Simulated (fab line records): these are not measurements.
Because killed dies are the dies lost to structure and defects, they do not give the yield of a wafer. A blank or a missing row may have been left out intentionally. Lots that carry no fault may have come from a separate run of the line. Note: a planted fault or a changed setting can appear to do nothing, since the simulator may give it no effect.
Problem report, 8D (eight disciplines) form, completed by code | flow sky130 | the parts of the form that need people (team, actions taken, sign-off) are left out

== 1. THE PROBLEM ==
PASSIVATION_CVD_00_THK at SKY_PASSIVATION_THK_MEAS_01 reads a mean of 79.0 nm on 1 wafer of 1 lot; wafers without a fault read 89.7 nm with a standard deviation of 1.2. Measured from the usual mean, that is -8.9 standard deviations.
Earliest sighting: wafer L398.4 on film metro-02 at day 46 22:17. The record holds 36 wafers of 12 lots with a number at this step. Rule for "out" (also "out of limits"): further than 4 standard deviations from the usual mean. Any other wafer with a number is counted as sound.

== 2. WHAT IT IS AND WHAT IT IS NOT ==
question                    | is                     | is not
which readings at this step | PASSIVATION_CVD_00_THK | -
which lots                  | L398                   | L386, L388, L389, L390, L391, L392, L394, L397, L403, L405, L408
which wafers of those lots  | L398.4                 | L398.3, L398.6
read on which gauges        | film metro-02          | film metro-03, film metro-04
when                        | from day 46 22:17      | up to then (26 sound wafers); but 9 sound wafers of L403, L405, L408 came after

== 3. THE SUSPECTS, EACH WITH WHAT RULES IT OUT ==
Counting: a tool at a process step up to the reading stays a suspect if it ran every lot that is out. Sound lots after the first of them don't rule it out here, since some wafers of a struck lot are sound.
- the gauge at SKY_PASSIVATION_THK_MEAS_01: kept. All the wafers that are out were read on film metro-02, and no step on other tools shows them out.
- cmp-02 at SKY_VIA2_CMP_24 (polishes, stops on SiO2, t overpolish 20 s, target thk 0 nm): kept. The lot that is out, L398, ran on it at day 39 23:31; the last sound lot it ran before that was L397, at day 39 18:35.
- pecvd-03 at SKY_PASSIVATION_CVD_00 (deposits SiO2, target thk 90 nm): kept. The lot that is out, L398, ran on it at day 46 22:14; the last sound lot it ran before that was L392, at day 45 08:58.
- At SKY_PASSIVATION_CVD_00 on pecvd-03, chamber 1 took the sound wafers of the same lots and chamber 0 took the wafers that are out.
cmp-02 at SKY_VIA2_CMP_24, pecvd-03 at SKY_PASSIVATION_CVD_00 and film metro-02 at SKY_PASSIVATION_THK_MEAS_01 are what is left after counting.

== 4. THE CAUSE (what the simulator had put in) ==
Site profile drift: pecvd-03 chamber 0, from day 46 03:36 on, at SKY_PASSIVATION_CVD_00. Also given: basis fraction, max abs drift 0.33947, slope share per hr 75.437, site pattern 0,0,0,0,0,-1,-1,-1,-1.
3 suspects survive the count, and this tool is in that group.

== 5. THE EFFECT CHAIN, in route order ==
Each row: a reading where the mean over the struck wafers with a number is more than 3 standard deviations away from the usual. Scope: only readings with a usual standard deviation given in the record; hours: median across lots of the time from each lot's start at the first step in this table that gives one to its start at this step; sigmas: change in usual standard deviations.
hours | step                        | reading                | usual   | on struck wafers | change | sigmas
0     | SKY_PASSIVATION_THK_MEAS_01 | PASSIVATION_CVD_00_THK | 89.7 nm | 79.0             | -10.7  | -8.9

== 6. HOW IT WOULD HAVE BEEN CAUGHT EARLIER ==
The first out-of-limits reading at a measuring or inspecting step in this record came at day 46 22:17, 19 hours after the fault's start at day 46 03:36.
Of the tool readings at SKY_PASSIVATION_CVD_00 for which the record gives a usual standard deviation, none was out on any struck wafer, so an alarm limit of 4 standard deviations on them would not have fired.
Lots out: 1; all had begun SKY_PASSIVATION_CVD_00 on pecvd-03 by day 46 22:17. Tool hold at that time: it would have spared none of them.
